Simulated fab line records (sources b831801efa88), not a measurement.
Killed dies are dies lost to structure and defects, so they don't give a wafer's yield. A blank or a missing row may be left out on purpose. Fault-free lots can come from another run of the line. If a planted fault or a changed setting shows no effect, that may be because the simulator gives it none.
fab line records ; flow sky130
record: lots: 11; wafers: 33; lastDay: 50
route steps=708 shown FIELD_ISO@29 NWELL@67 LDD_P@263 SPACER@305 PAD_OPEN@708
lots untouched by any fault: they come from a run of this same line in which no faults occurred
startH: start of the lot's first displayed wafer, in hours after the record's first day ; waitH: time in hours since the lot's previous step ; " as in the row above ; L1.1+2: one row covering several wafers at once ; - no value present, or no start provided ; * or withheld: withheld ; < > ~ a bound
route shown NAME@n: a module of which the file shows steps, and the number in the route of the first ; usual: mean/standard deviation taken from wafers without a fault ; same: alike in all rows ; chamber/n: place in a boat ; sites: readings site by site ; _std_site: standard deviation of those values ; _edge_site: inner sites' mean taken away from outer sites' mean ; radiusMm: how far each site lies from the wafer's centre ; mask NAME#n: copy n ; behind: the most recent tool/chamber to have shaped the wafer ; hold: the reason the lot was held/the length of the hold in hours/how it ended ; device: whichever transistor did not switch (one of n, p or np) ; end of line: at the end of the route, the tests of the same wafers ; step lacking rows: just its recipe ; killed: not the wafer's yield, but the dies lost to structure and defects at the first sort ; map: shows each die of a wafer: x if killed, . if not, _ if none is there
set.NAME: the setting as run; set.NAME@STEP: as run at that earlier step ; model.NAME: the simulator's own value behind a step, which no gauge read
route steps across a sampled set of lots; one table per step, one row per wafer
services: the hour from which a tool's chamber was out of use, counted from the record's first day as startH (under 0 if before that day), plus the number of hours and why
== steps ==
step: SKY_FIELD_ISO_WET_ETCH_28
recipe: chemistry: dHF; targetDepthNm: 23.7; target: SiO2; dilution: 10:1; tempC: 25; timeS: 47
usual: runLengthS: 77/3.4
lot.wafer;tool;chamber;startH;waitH;runLengthS
L718.1;wetBench-03;0;34.52;0.2;81
L718.2;wetBench-03;0;34.52;0.2;81
L718.6;wetBench-03;0;34.52;0.2;81
L719.1;wetBench-04;2;41.36;0.1;74
L719.2;wetBench-04;2;41.36;0.1;74
L719.6;wetBench-04;2;41.36;0.1;74
L720.4;wetBench-01;2;54.04;0.2;82
L720.5;wetBench-01;2;54.04;0.2;82
L720.6;wetBench-01;2;54.04;0.2;82
L721.3;wetBench-01;3;54.04;0.1;79
L721.5;wetBench-01;3;54.04;0.1;79
L721.6;wetBench-01;3;54.04;0.1;79
L728.4;wetBench-03;1;86.98;0.1;104
L728.5;wetBench-03;1;86.98;0.1;104
L728.6;wetBench-03;1;86.98;0.1;104
L729.2;wetBench-03;3;92.87;0.1;105
L729.4;wetBench-03;3;92.87;0.1;105
L729.6;wetBench-03;3;92.87;0.1;105
L733.3;wetBench-04;2;117.68;0.1;75
L733.4;wetBench-04;2;117.68;0.1;75
L733.6;wetBench-04;2;117.68;0.1;75
L735.2;wetBench-01;2;128.12;0.1;74
L735.3;wetBench-01;2;128.12;0.1;74
L735.5;wetBench-01;2;128.12;0.1;74
L736.1;wetBench-01;3;132.54;0.2;72
L736.2;wetBench-01;3;132.54;0.2;72
L736.6;wetBench-01;3;132.54;0.2;72
L740.1;wetBench-01;1;151.28;0.2;73
L740.2;wetBench-01;1;151.28;0.2;73
L740.3;wetBench-01;1;151.28;0.2;73
L741.3;wetBench-04;2;157.91;0.2;80
L741.4;wetBench-04;2;157.91;0.2;80
L741.5;wetBench-04;2;157.91;0.2;80
step: SKY_NWELL_STRIP_14
recipe: chemistry: O2/N2; powerW: 1400; pressureMtorr: 1500; platenTempC: withheld; o2FlowSccm: 3000; n2FlowSccm: 300; overashFraction: 0.5
usual: drypumpMotorCurrentA: 5.86/0.29; n2FlowSccm: 300.0/0.92; oesProductAu: 0.722/0.0047; stripTimeToEndpointS: 36.90/0.11
lot.wafer;tool;chamber;startH;waitH;drypumpMotorCurrentA;n2FlowSccm;oesProductAu;rfHoursCounterH;stripTimeToEndpointS
L718.1;plasmaAsher-01;0;85.89;0.1;5.67;300.6;0.724;26;36.80
L718.2;plasmaAsher-01;1;85.89;0.1;5.30;299.2;0.726;26;37.09
L718.6;plasmaAsher-01;0;85.89;0.1;5.65;298.8;0.716;-;37.05
L719.1;plasmaAsher-02;1;95.27;0.1;6.03;299.5;0.723;39;36.76
L719.2;plasmaAsher-02;0;95.27;0.1;5.79;300.1;0.723;39;36.84
L719.6;plasmaAsher-02;0;95.27;0.1;5.82;300.2;0.726;-;36.87
L721.3;plasmaAsher-02;1;110.76;0.1;6.06;300.2;0.723;-;36.99
L721.5;plasmaAsher-02;1;110.76;0.1;6.06;299.5;0.719;-;36.93
L721.6;plasmaAsher-02;0;110.76;0.1;5.81;299.4;0.728;-;36.96
L720.4;plasmaAsher-01;0;111.15;0.1;5.73;300.7;0.726;-;37.06
L720.5;plasmaAsher-01;0;111.15;0.1;5.69;301.2;0.724;-;37.04
L720.6;plasmaAsher-01;1;111.15;0.1;5.31;301.8;0.724;-;36.99
L728.4;plasmaAsher-02;1;148.97;0.1;6.01;299.6;0.725;-;36.79
L728.5;plasmaAsher-02;1;148.97;0.1;6.02;299.9;0.718;-;36.89
L728.6;plasmaAsher-02;0;148.97;0.1;5.79;299.4;0.725;-;36.99
L729.2;plasmaAsher-03;1;150.57;0.1;6.26;300.1;0.723;3;36.94
L729.4;plasmaAsher-03;1;150.57;0.1;6.25;300.6;0.712;-;37.04
L729.6;plasmaAsher-03;1;150.57;0.1;6.31;301.3;0.728;-;37.01
L733.3;plasmaAsher-01;1;180.72;0.1;5.35;298.5;0.717;-;36.82
L733.4;plasmaAsher-01;0;180.72;0.1;5.65;301.9;0.722;-;36.74
L733.6;plasmaAsher-01;1;180.72;0.1;5.30;300.3;0.722;-;36.74
L735.2;plasmaAsher-02;0;194.33;0.1;5.81;301.6;0.720;49;36.76
L735.3;plasmaAsher-02;1;194.33;0.1;6.03;299.5;0.720;-;36.90
L735.5;plasmaAsher-02;0;194.33;0.1;5.81;299.9;0.722;-;36.85
L736.1;plasmaAsher-03;1;198.72;0.1;6.24;302.4;0.726;8;36.78
L736.2;plasmaAsher-03;0;198.72;0.1;6.23;299.8;0.722;8;36.66
L736.6;plasmaAsher-03;1;198.72;0.1;6.23;301.1;0.731;-;36.78
L740.1;plasmaAsher-02;0;219.79;0.1;5.77;299.4;0.721;51;36.81
L740.2;plasmaAsher-02;1;219.79;0.1;6.04;301.5;0.722;51;36.85
L740.3;plasmaAsher-02;1;219.79;0.1;6.03;299.6;0.712;-;36.99
L741.3;plasmaAsher-02;0;226.31;0.1;5.80;301.1;0.718;-;36.77
L741.4;plasmaAsher-02;1;226.31;0.1;6.04;300.7;0.719;-;36.90
L741.5;plasmaAsher-02;0;226.31;0.1;5.79;300.3;0.716;-;36.75
step: SKY_LDD_P_OVL_MEAS_08
usual: LDD_P_OVL: 0.3/1.5
lot.wafer;tool;chamber;startH;waitH;LDD_P_OVL[nm]
L718.1;overlay-02;-;440.12;0.1;2.2
L718.2;overlay-02;-;440.12;0.1;2.7
L718.6;overlay-02;-;440.12;0.1;1.2
L719.1;overlay-02;-;452.70;0.1;-0.6
L719.2;overlay-02;-;452.70;0.1;1.1
L719.6;overlay-02;-;452.70;0.1;0.0
L721.3;overlay-01;-;476.18;0.1;0.6
L721.5;overlay-01;-;476.18;0.1;1.0
L721.6;overlay-01;-;476.18;0.1;2.1
L720.4;overlay-01;-;477.67;0.1;1.3
L720.5;overlay-01;-;477.67;0.1;0.6
L720.6;overlay-01;-;477.67;0.1;1.7
L728.4;overlay-02;-;541.07;0.1;0.9
L728.5;overlay-02;-;541.07;0.1;1.1
L728.6;overlay-02;-;541.07;0.1;-0.2
L729.2;overlay-02;-;558.47;0.1;-0.2
L729.4;overlay-02;-;558.47;0.1;-0.6
L729.6;overlay-02;-;558.47;0.1;0.6
L733.3;overlay-02;-;583.81;0.1;-1.6
L733.4;overlay-02;-;583.81;0.1;-2.5
L733.6;overlay-02;-;583.81;0.1;-1.2
L735.2;overlay-01;-;600.76;0.1;-1.3
L735.3;overlay-01;-;600.76;0.1;-1.3
L735.5;overlay-01;-;600.76;0.1;-1.1
L736.1;overlay-01;-;611.15;0.1;0.4
L736.2;overlay-01;-;611.15;0.1;-0.9
L736.6;overlay-01;-;611.15;0.1;-0.2
L740.1;overlay-01;-;635.70;0.1;-0.1
L740.2;overlay-01;-;635.70;0.1;0.3
L740.3;overlay-01;-;635.70;0.1;1.1
L741.3;overlay-01;-;652.96;0.1;-1.2
L741.4;overlay-01;-;652.96;0.1;-2.2
L741.5;overlay-01;-;652.96;0.1;-1.6
step: SKY_SPACER_THK_MEAS_01
recipe: reads: Si3N4_of_SPACER_CVD_00
usual: SPACER_CVD_00_THK: 43.1/0.55
lot.wafer;tool;chamber;startH;waitH;SPACER_CVD_00_THK[nm]
L718.1;filmMetro-03;-;533.23;0.0;43.6
L718.2;filmMetro-03;-;533.23;0.0;43.6
L718.6;filmMetro-03;-;533.23;0.0;43.1
L719.1;filmMetro-04;-;545.84;0.0;43.8
L719.2;filmMetro-04;-;545.84;0.0;43.6
L719.6;filmMetro-04;-;545.84;0.0;43.6
L721.3;filmMetro-04;-;568.61;0.0;43.2
L721.5;filmMetro-04;-;568.61;0.0;42.8
L721.6;filmMetro-04;-;568.61;0.0;42.7
L720.4;filmMetro-03;-;572.23;0.0;43.6
L720.5;filmMetro-03;-;572.23;0.0;43.7
L720.6;filmMetro-03;-;572.23;0.0;43.4
L728.4;filmMetro-01;-;631.71;0.0;43.0
L728.5;filmMetro-01;-;631.71;0.0;42.6
L728.6;filmMetro-01;-;631.71;0.0;42.9
L729.2;filmMetro-04;-;647.95;0.0;42.0
L729.4;filmMetro-04;-;647.95;0.0;42.4
L729.6;filmMetro-04;-;647.95;0.0;42.1
L733.3;filmMetro-04;-;673.26;0.0;42.7
L733.4;filmMetro-04;-;673.26;0.0;42.4
L733.6;filmMetro-04;-;673.26;0.0;42.5
L735.2;filmMetro-04;-;689.00;0.0;43.3
L735.3;filmMetro-04;-;689.00;0.0;42.9
L735.5;filmMetro-04;-;689.00;0.0;43.4
L736.1;filmMetro-03;-;699.69;0.0;42.0
L736.2;filmMetro-03;-;699.69;0.0;42.7
L736.6;filmMetro-03;-;699.69;0.0;42.9
L740.1;filmMetro-03;-;723.04;0.0;42.5
L740.2;filmMetro-03;-;723.04;0.0;42.8
L740.3;filmMetro-03;-;723.04;0.0;42.7
L741.3;filmMetro-03;-;740.52;0.0;43.3
L741.4;filmMetro-03;-;740.52;0.0;43.1
L741.5;filmMetro-03;-;740.52;0.0;43.0
step: SKY_PAD_OPEN_PROBE_99
usual: killed_at_M0_to_M3: 43/7.8; killed_at_M4_up: 3.2/1.9; killedAtContacts: 24/5; killedAtFrontEnd: 14/4.5; killedAtOther: 0.2/0.41; killedDies: 84/9.6; killedOpen: 47/6.9; killedShort: 38/6
same: grossDies: 492; killedAtBackSide: 0
lot.wafer;tool;chamber;startH;waitH;killed_at_M0_to_M3;killed_at_M4_up;killedAtContacts;killedAtFrontEnd;killedAtOther;killedDies;killedOpen;killedShort
L719.1;prober-01;-;1080.30;0.1;41;1;25;12;0;79;44;35
L719.2;prober-01;-;1080.35;0.1;45;6;26;9;0;86;50;36
L719.6;prober-01;-;1080.55;0.2;41;5;23;14;0;83;48;35
L733.3;prober-01;-;1175.12;0.2;33;1;18;10;0;62;28;34
L733.4;prober-01;-;1175.17;0.2;36;5;19;14;0;74;41;33
L733.6;prober-01;-;1175.27;0.2;38;2;22;15;1;78;42;36
killed by level:class
L719.1 VIA3:geometricParticle:open=10 CONTACT:geometricParticle:short=9 VIA2:geometricParticle:open=8 VIA1:geometricParticle:open=8 CONTACT:geometricParticle:open=7 LI_CONTACT:geometricParticle:open=6 METAL2:geometricParticle:short=4 METAL3:geometricParticle:short=4
L719.2 CONTACT:geometricParticle:open=11 VIA1:geometricParticle:open=9 LI_CONTACT:geometricParticle:open=7 METAL1:geometricParticle:short=7 VIA3:geometricParticle:open=7 METAL2:geometricParticle:short=6 VIA2:geometricParticle:open=6 VIA3:geometricParticle:short=5
L719.6 CONTACT:geometricParticle:open=9 VIA1:geometricParticle:open=8 LI_CONTACT:geometricParticle:open=7 VIA2:geometricParticle:open=7 METAL2:geometricParticle:short=7 CONTACT:geometricParticle:short=5 VIA3:geometricParticle:open=5 FIELD_ISO:geometricParticle:short=3
L733.3 METAL1:geometricParticle:short=8 LI_CONTACT:geometricParticle:open=7 VIA1:geometricParticle:open=4 LI_CONTACT:geometricParticle:short=4 VIA3:geometricParticle:open=4 LOCAL_INTERCONNECT:geometricParticle:short=3 CONTACT:geometricParticle:open=3 METAL1:geometricParticle:open=3
L733.4 CONTACT:geometricParticle:open=8 VIA1:geometricParticle:open=8 FIELD_ISO:geometricParticle:short=4 LI_CONTACT:geometricParticle:open=4 METAL2:geometricParticle:short=4 VIA3:geometricParticle:open=4 FIELD_ISO:geometricParticle:open=3 POLY_GATE:geometricParticle:open=3
L733.6 LI_CONTACT:geometricParticle:open=9 METAL1:geometricParticle:short=8 CONTACT:geometricParticle:open=7 VIA3:geometricParticle:open=7 METAL2:geometricParticle:short=6 VIA1:geometricParticle:open=6 FIELD_ISO:geometricParticle:short=5 FIELD_ISO:geometricParticle:open=3
== services ==
tool;chamber;startH;hours;kind
plasmaAsher-01;-;67.09;4.7;repair
plasmaAsher-01;-;86.45;2.0;repair
plasmaAsher-03;-;108.75;9.0;pm
plasmaAsher-03;0;108.75;9.0;ventCycle
plasmaAsher-03;1;108.75;9.0;ventCycle
plasmaAsher-03;0;117.75;-;clean
plasmaAsher-03;1;117.75;-;clean
== key ==
firstSign: step: SKY_FIELD_ISO_WET_ETCH_28; reading: runLengthS; direction: up; sigmas: 8.2; usual: *; struck: *
effect none on later readings
metAt SKY_FIELD_ISO_WET_ETCH_28
struckLots L728,L729
testerLeftOut L728,L729
notActingAt SKY_NWELL_STRIP_14,SKY_LDD_P_OVL_MEAS_08,SKY_SPACER_THK_MEAS_01
onsetBetween 34.52 86.98
fault: kind: processParameterDrift; tool: wetBench-03; chamber: -; onsetH: 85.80; steps: SKY_FIELD_ISO_WET_ETCH_28; channel: timeS; offset: *; shape: step; endH: 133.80; actsIn: *; stated: *
testerLeftOut: of these lots the tester's yield and bins aren't shown, on N5 and GAA mostly nor the transistor test; their killed dies are dies lost to structure and defects alone, not to doping, threshold or leakage, so they don't give the yield
